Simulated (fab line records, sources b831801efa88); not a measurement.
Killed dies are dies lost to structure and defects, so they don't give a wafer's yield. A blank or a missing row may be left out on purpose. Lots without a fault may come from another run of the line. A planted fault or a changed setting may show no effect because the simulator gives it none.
One fault seen from 2 desks | flow sfq_line | each desk has only its own numbers; what lay behind them comes last

THE METROLOGY DESK
What the gauges read, lot by lot, whatever tool the lot ran on: means of the sampled wafers that have a number. A lot is out of limits, marked OUT, if its mean lies more than 4 standard deviations from the usual mean; the brackets give that distance.
Columns: A = M5_OVL at SFQ_M5_OVL_MEAS_932, usual 0 nm
lot  | first seen here | A
L421 | day 51 08:43    | 2
L431 | day 67 11:48    | -4
L432 | day 67 16:44    | -1
L440 | day 72 18:10    | -4
L442 | day 73 10:58    | 4
L443 | day 73 21:45    | -3
This desk's finding: nothing out of limits on any of the 6 lots.

THE TOOL OWNER'S DESK: rie_metal-04
The tool's own readings at SFQ_TRILAYER_M5_ETCH_METAL_ETCH_126 (etches Nb in Cl2/BCl3, stops on SiO2, time 203.2 s, target depth 265 nm): means of the sampled wafers that have a number, for each lot that ran on this tool. A lot is out of limits, marked OUT, if its mean lies more than 4 standard deviations from the usual mean; the brackets give that distance.
Columns: A = bias_w at SFQ_TRILAYER_M5_ETCH_METAL_ETCH_126, usual 80.01 W; B = drypump_motor_current_A at SFQ_TRILAYER_M5_ETCH_METAL_ETCH_126, usual 6.0 A; C = oes_product_au at SFQ_TRILAYER_M5_ETCH_METAL_ETCH_126, usual 0.729 a.u.
lot  | first seen here | A                | B   | C
L431 | day 67 11:53    | 82.12 (+9.2) OUT | 5.6 | 0.733
L432 | day 67 16:49    | 84.10 (+18) OUT  | 6.0 | 0.734
L442 | day 73 11:03    | 80.11            | 6.0 | 0.729
This desk's finding: out of limits on L431, L432; first on L431, day 67 11:53 (bias_w at SFQ_TRILAYER_M5_ETCH_METAL_ETCH_126). In limits: L442.

PUT TOGETHER
The tool owner's desk could have raised an alarm at day 67 11:53, on L431, L432.
The metrology desk saw nothing out of limits.
The metrology desk has L431, L432 on record, within its limits.
Of the lots named, all ran SFQ_TRILAYER_M5_ETCH_METAL_ETCH_126 on rie_metal-04.

WHAT THE SIMULATOR HAD PUT IN
Process parameter drift: rie_metal-04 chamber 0, from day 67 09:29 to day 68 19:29, at SFQ_TRILAYER_M5_ETCH_METAL_ETCH_126. Setting bias_w, moved by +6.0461, from 80. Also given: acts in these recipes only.
Lots struck among those shown: L431, L432.
Hours from the fault's start to each desk's first reading out of limits: the tool owner's desk, 2.
